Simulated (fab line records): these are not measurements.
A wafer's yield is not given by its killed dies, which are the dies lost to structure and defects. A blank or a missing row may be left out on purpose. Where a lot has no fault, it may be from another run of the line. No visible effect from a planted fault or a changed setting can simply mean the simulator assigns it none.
Which of the tools did it? + flow sky130 + 13 lots with 38 wafers sampled at 3 steps, on a route of 708 steps

== WHAT THE GAUGES SHOWED, per wafer ==
SKY_CAP2M_RS_MEAS_03: a four-point-probe measurement.
| lot  | measured     | on           | CAP2M_TIN_RS (ohm/sq) |
|------|--------------|--------------|-----------------------|
| L450 | day 39 17:30 | filmMetro-03 | 6.88 7.06 7.05        |
| L451 | day 39 20:44 | filmMetro-01 | 7.02 6.93 6.98        |
| L453 | day 40 12:54 | filmMetro-03 | 6.90 6.78 6.95        |
| L454 | day 40 20:37 | filmMetro-01 | 6.98 7.02 7.06        |
| L455 | day 41 07:19 | filmMetro-01 | 7.07 6.93 7.04        |
| L456 | day 41 10:32 | filmMetro-03 | 6.84 7.00 6.81        |
| L457 | day 41 20:38 | filmMetro-03 | 7.08 6.99 7.11        |
| L459 | day 42 06:31 | filmMetro-03 | 7.00 7.14 6.96        |
| L465 | day 43 20:34 | filmMetro-03 | 6.99 8.08             |
| L467 | day 44 09:40 | filmMetro-01 | 7.11 8.02 6.97        |
| L469 | day 44 23:44 | filmMetro-03 | 6.92 6.82 7.87        |
| L472 | day 45 17:19 | filmMetro-03 | 6.79 6.99 6.84        |
| L473 | day 46 22:39 | filmMetro-01 | 6.91 7.06 6.94        |

SKY_CAP2M_THK_MEAS_04: measures by xrf.
| lot  | measured     | on           | CAP2M_TIN_THK (nm) |
|------|--------------|--------------|--------------------|
| L450 | day 39 17:36 | filmMetro-03 | 199.1 194.0 194.1  |
| L451 | day 39 20:51 | filmMetro-01 | 196.7 199.0 197.4  |
| L453 | day 40 13:01 | filmMetro-03 | 199.8 202.7 197.8  |
| L454 | day 40 20:44 | filmMetro-01 | 198.8 197.1 196.2  |
| L455 | day 41 07:26 | filmMetro-01 | 196.4 199.0 196.9  |
| L456 | day 41 10:38 | filmMetro-03 | 200.8 196.8 201.3  |
| L457 | day 41 20:44 | filmMetro-03 | 194.7 197.6 194.5  |
| L459 | day 42 06:38 | filmMetro-03 | 197.1 193.2 197.8  |
| L465 | day 43 20:41 | filmMetro-03 | 197.1 171.3        |
| L467 | day 44 09:46 | filmMetro-01 | 194.3 172.5 197.2  |
| L469 | day 44 23:52 | filmMetro-03 | 198.3 201.8 176.3  |
| L472 | day 45 17:26 | filmMetro-03 | 202.8 197.2 201.1  |
| L473 | day 46 22:46 | filmMetro-01 | 199.6 194.8 199.1  |

== WHICH TOOL RAN EACH LOT (tool, then ch and the chambers of the sampled wafers, then the start) ==
| lot  | SKY_CAP2M_SPUTTER_02        |
|------|-----------------------------|
| L450 | pvdSputter-03, day 39 17:21 |
| L451 | pvdSputter-02, day 39 20:37 |
| L453 | pvdSputter-03, day 40 12:47 |
| L454 | pvdSputter-03, day 40 20:30 |
| L455 | pvdSputter-03, day 41 07:13 |
| L456 | pvdSputter-02, day 41 10:24 |
| L457 | pvdSputter-01, day 41 20:30 |
| L459 | pvdSputter-02, day 42 06:24 |
| L465 | pvdSputter-03, day 43 20:27 |
| L467 | pvdSputter-03, day 44 09:31 |
| L469 | pvdSputter-03, day 44 23:38 |
| L472 | pvdSputter-01, day 45 17:11 |
| L473 | pvdSputter-01, day 46 22:33 |
- SKY_CAP2M_SPUTTER_02: material TiN, target thk 200 nm, time 166.7 s.

== AS READ BY THE TOOLS THEMSELVES (means over the sampled wafers that have a number; for cases with no such wafer, the mark the record gives instead) ==
SKY_CAP2M_SPUTTER_02.
| lot  | tool          | throttleValvePct (%) |
|------|---------------|----------------------|
| L450 | pvdSputter-03 | 30.2                 |
| L451 | pvdSputter-02 | 28.4                 |
| L453 | pvdSputter-03 | 30.2                 |
| L454 | pvdSputter-03 | 29.9                 |
| L455 | pvdSputter-03 | 30.1                 |
| L456 | pvdSputter-02 | 29.1                 |
| L457 | pvdSputter-01 | 30.3                 |
| L459 | pvdSputter-02 | 29.4                 |
| L465 | pvdSputter-03 | 30.1                 |
| L467 | pvdSputter-03 | 30.0                 |
| L469 | pvdSputter-03 | 30.2                 |
| L472 | pvdSputter-01 | 30.6                 |
| L473 | pvdSputter-01 | 30.6                 |

== THE ANSWER, worked out from the rows above alone ==
Rule: the lots themselves supply what counts as usual. Put in order of their means at a reading, lots are off if they are a third of the lots or fewer, leave a main group of 4 or more, and stand apart from it by a gap of 3 or more times the standard deviation of the main group's means; of several such gaps the widest counts. The tables above print the reading to a certain number of digits; a main group whose means all agree to those digits is not used. A lot without any number at a reading at which 4 lots or more have one is off too. Any other lot the step has rows for is counted as sound. First the gauges in route order, then the tools' own readings, where a lot's mean is used as printed above. The first step at which some lot is off is used, and at that step the reading that is off furthest; a lot without a number counts as furthest.
Across all readings shown, no lot is off: no conclusion can be drawn from this.

== WHAT THE SIMULATOR HAD INSERTED ==
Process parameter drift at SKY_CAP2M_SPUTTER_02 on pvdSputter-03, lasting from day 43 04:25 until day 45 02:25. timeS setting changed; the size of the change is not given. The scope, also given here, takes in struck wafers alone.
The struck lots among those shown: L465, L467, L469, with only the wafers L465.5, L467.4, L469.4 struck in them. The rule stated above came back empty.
